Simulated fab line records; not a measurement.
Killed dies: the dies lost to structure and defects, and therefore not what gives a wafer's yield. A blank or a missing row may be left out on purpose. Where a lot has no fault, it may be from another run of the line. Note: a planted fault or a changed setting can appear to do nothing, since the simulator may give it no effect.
Chamber matching    flow sky130    SKY_CONTACT_CMP_04 on cmp-02 has 4 sister chambers
The step polishes SiO2. 4 wafers are shown with their chamber, then 6 later ones without.

== EACH WAFER AND ITS CHAMBER ==
wafer   chamber  motorCurrentA (A)
L696.1  1        14.1
L696.5  2        11.8
L700.2  3        10.0
L700.4  0        12.5

== WAFERS WITH NO CHAMBER GIVEN ==
wafer   motorCurrentA (A)
L700.6  10.5
L703.2  14.4
L703.3  9.9
L703.5  10.2
L710.2  12.2
L710.4  10.8

== WHICH CHAMBER EACH WENT THROUGH ==
wafer   from the rows above      in truth
L700.6  can't be placed: 3 or 2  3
L703.2  1                        1
L703.3  3                        3
L703.5  3                        3
L710.2  can't be placed: 0 or 2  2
L710.4  can't be placed: 3 or 2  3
Placed correctly: 3 of 6. From these rows, 3 cannot be placed; in 3 the true chamber is one of the candidates. Wrongly placed: 0.
How it was worked out, from the rows above alone: a wafer's distance from a chamber is the root of the sum, over the readings, of the square of ((its reading less the chamber's mean) divided by the reading's scatter). If the next closest chamber is less than 2 further off than the closest, the wafer can't be placed; otherwise it belongs to the closest. Each chamber's mean is taken over the wafers shown for it. The scatter: root of mean squared gap, hidden wafer to nearest shown wafer, with one shown wafer a chamber.
